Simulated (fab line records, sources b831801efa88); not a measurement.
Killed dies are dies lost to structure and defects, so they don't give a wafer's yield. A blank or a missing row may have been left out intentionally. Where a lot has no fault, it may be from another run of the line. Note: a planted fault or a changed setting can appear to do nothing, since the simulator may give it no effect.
Which tool is to blame? -- flow sky130 -- 14 lots, 42 wafers sampled, at 5 steps of a route of 708

== WHAT THE GAUGES READ, wafer by wafer ==
SKY_FIELD_ISO_THK_MEAS_04.
lot,measured,on,FIELD_ISO_CVD_03_THK (nm)
L708,day 1 20:10,film-metro-04,165.3 165.6 165.8
L709,day 2 01:51,film-metro-01,165.5 167.7 165.9
L711,day 2 09:31,film-metro-02,161.4 161.2 161.2
L712,day 2 18:51,film-metro-02,162.9 164.4 164.4
L713,day 2 21:59,film-metro-04,162.9 163.7 163.4
L715,day 3 05:29,film-metro-04,165.5 165.6 165.7
L719,day 4 03:04,film-metro-02,161.1 162.4 162.7
L721,day 4 11:29,film-metro-01,162.1 162.5 162.4
L722,day 4 18:05,film-metro-01,165.8 165.0 165.4
L723,day 4 22:06,film-metro-02,166.2 163.5 163.0
L724,day 5 03:28,film-metro-02,164.4 164.8 164.7
L725,day 5 08:13,film-metro-02,162.0 162.5 164.0
L727,day 5 17:29,film-metro-01,164.2 165.1 163.3
L730,day 6 09:05,film-metro-04,164.9 163.6 164.2

SKY_FIELD_ISO_THK_MEAS_23.
lot,measured,on,FIELD_ISO_OXIDATION_01_THK (nm)
L708,day 2 14:10,film-metro-02,9.72 9.83 10.09
L709,day 2 20:02,film-metro-01,10.06 9.94 10.05
L711,day 3 02:50,film-metro-01,10.19 10.21 10.24
L712,day 3 14:07,film-metro-04,9.95 10.03 9.99
L713,day 3 16:32,film-metro-01,10.34 10.08 10.17
L715,day 3 23:43,film-metro-02,9.82 9.89 9.96
L719,day 4 21:50,film-metro-02,9.98 9.95 10.14
L721,day 5 07:33,film-metro-02,10.13 9.99 10.19
L722,day 5 13:28,film-metro-02,9.96 9.86 10.06
L723,day 5 18:14,film-metro-01,9.98 9.85 9.83
L724,day 5 23:35,film-metro-02,9.62 9.75 9.43
L725,day 6 04:26,film-metro-04,9.78 9.76 9.79
L727,day 6 14:12,film-metro-01,10.12 10.20 10.27
L730,day 7 06:36,film-metro-01,10.07 9.82 10.06

SKY_NWELL_TW_MEAS_15.
lot,measured,on,NWELL_TW
L708,day 4 21:39,film-metro-01,1806 1822 1808
L709,day 5 02:19,film-metro-02,1805 1813 1810
L711,day 5 13:44,film-metro-02,1818 1809 1809
L712,day 6 00:57,film-metro-03,30 30 30
L713,day 6 04:19,film-metro-03,30 30 30
L715,day 6 12:00,film-metro-02,1815 1822 1812
L719,day 7 11:12,film-metro-01,1803 1813 1813
L721,day 7 23:26,film-metro-03,1836 1842 1843
L722,day 8 06:31,film-metro-02,1800 1798 1798
L723,day 8 11:05,film-metro-03,1839 1829 1845
L724,day 8 17:40,film-metro-03,1828 1847 1841
L725,day 8 22:12,film-metro-03,1829 1831 1843
L727,day 9 07:52,film-metro-03,1838 1845 1837
L730,day 10 03:03,film-metro-03,1837 1837 1838

== WHAT TOOL EACH LOT RAN ON (gives the tool, then ch and the chambers of the sampled wafers, and finally the start) ==
lot,SKY_PWDE_STRIP_09,SKY_NWELL_STRIP_14
L708,"plasma-asher-01 ch 0,1, day 4 04:01","plasma-asher-01 ch 0,1, day 4 21:33"
L709,"plasma-asher-01 ch 0,1, day 4 08:51","plasma-asher-01 ch 0,1, day 5 02:13"
L711,"plasma-asher-02 ch 0,1, day 4 19:00","plasma-asher-03 ch 0,1, day 5 13:38"
L712,"plasma-asher-04 ch 0,1, day 5 06:17","plasma-asher-02 ch 0,1, day 6 00:50"
L713,"plasma-asher-02 ch 0,1, day 5 08:52","plasma-asher-03 ch 0,1, day 6 04:13"
L715,"plasma-asher-04 ch 0, day 5 16:53","plasma-asher-01 ch 0,1, day 6 11:54"
L719,"plasma-asher-04 ch 0,1, day 6 14:34","plasma-asher-01 ch 1, day 7 11:06"
L721,"plasma-asher-02 ch 0,1, day 7 02:44","plasma-asher-02 ch 0,1, day 7 23:19"
L722,"plasma-asher-04 ch 0,1, day 7 08:53","plasma-asher-03 ch 0,1, day 8 06:26"
L723,"plasma-asher-02 ch 0,1, day 7 13:30","plasma-asher-01 ch 0, day 8 10:59"
L724,"plasma-asher-02 ch 1, day 7 19:41","plasma-asher-03 ch 0,1, day 8 17:33"
L725,"plasma-asher-02 ch 0,1, day 8 00:38","plasma-asher-02 ch 0,1, day 8 22:06"
L727,"plasma-asher-02 ch 0,1, day 8 10:24","plasma-asher-03 ch 1, day 9 07:46"
L730,"plasma-asher-02 ch 0,1, day 9 05:06","plasma-asher-02 ch 0,1, day 10 02:57"
- SKY_PWDE_STRIP_09: strips in O2/N2.
- SKY_NWELL_STRIP_14: strips in O2/N2.

== WHAT THE TOOLS THEMSELVES READ (means of the sampled wafers that have a number; where no wafer has one, the mark that the record gives instead) ==
SKY_PWDE_STRIP_09.
lot,tool,chamber-pressure-mTorr (mTorr),drypump-motor-current-A (A),oes-product-au (a.u.),strip-time-to-endpoint-s (s)
L708,plasma-asher-01,1500.6,5.81,0.724,36.81
L709,plasma-asher-01,1498.0,6.09,0.719,36.91
L711,plasma-asher-02,1500.8,5.51,0.722,36.91
L712,plasma-asher-04,-,-,-,-
L713,plasma-asher-02,-,-,-,-
L715,plasma-asher-04,1500.0,5.62,0.720,36.89
L719,plasma-asher-04,1499.2,5.82,0.717,36.89
L721,plasma-asher-02,1499.2,5.52,0.725,36.85
L722,plasma-asher-04,1501.0,5.72,0.727,36.88
L723,plasma-asher-02,1501.5,5.50,0.723,36.85
L724,plasma-asher-02,1500.2,5.45,0.725,36.80
L725,plasma-asher-02,1499.5,5.52,0.721,36.85
L727,plasma-asher-02,1500.7,5.50,0.720,36.84
L730,plasma-asher-02,1500.3,5.54,0.720,37.02

SKY_NWELL_STRIP_14.
lot,tool,chamber-pressure-mTorr (mTorr),drypump-motor-current-A (A),oes-product-au (a.u.),strip-time-to-endpoint-s (s)
L708,plasma-asher-01,1501.8,6.1,0.727,36.94
L709,plasma-asher-01,1500.5,5.8,0.720,36.91
L711,plasma-asher-03,1499.6,5.7,0.721,36.98
L712,plasma-asher-02,1500.3,5.5,0.734,81.10
L713,plasma-asher-03,1499.6,5.4,0.739,80.90
L715,plasma-asher-01,1499.1,5.9,0.722,36.74
L719,plasma-asher-01,1499.2,5.5,0.718,36.85
L721,plasma-asher-02,1500.9,5.5,0.721,36.85
L722,plasma-asher-03,1499.2,5.7,0.720,37.06
L723,plasma-asher-01,1501.2,6.4,0.726,36.94
L724,plasma-asher-03,1500.7,5.4,0.725,37.02
L725,plasma-asher-02,1499.9,5.5,0.723,36.87
L727,plasma-asher-03,1499.1,6.0,0.725,36.98
L730,plasma-asher-02,1500.6,5.5,0.724,36.85

== THE ANSWER, worked out from the rows above alone ==
Rule: the usual values come from the lots themselves. The widest of any qualifying gaps counts: lots, ordered by their means at a reading, are off when they make up no more than a third of the lots, leave a main group of 4 or more, and stand apart from it by 3 or more times the standard deviation of that group's means. A main group is skipped when, at the precision printed for the reading in the tables above, its means are all equal. Also off: a lot with no number at a reading for which 4 or more lots have one. The other lots that the step has rows for count as sound. Order of review: gauges by route order, followed by the tools' own readings, for which a lot's mean as printed above is used. The first step at which some lot is off is used, and at that step the reading that is off furthest; a lot without a number counts as furthest.
Off: at SKY_NWELL_TW_MEAS_15 (NWELL_TW), L712, L713. The main group: mean 1824, standard deviation 15.
A tool fits if, at a process step before that reading, it ran every lot that is off, and no sound lot after the first of them. Not tried: the gauges at SKY_NWELL_TW_MEAS_15; whatever is off there is also off at SKY_PWDE_STRIP_09, on other tools, and gauge error can't account for it. Not one of the candidates tried fits.

== WHAT THE SIMULATOR HAD PUT IN ==
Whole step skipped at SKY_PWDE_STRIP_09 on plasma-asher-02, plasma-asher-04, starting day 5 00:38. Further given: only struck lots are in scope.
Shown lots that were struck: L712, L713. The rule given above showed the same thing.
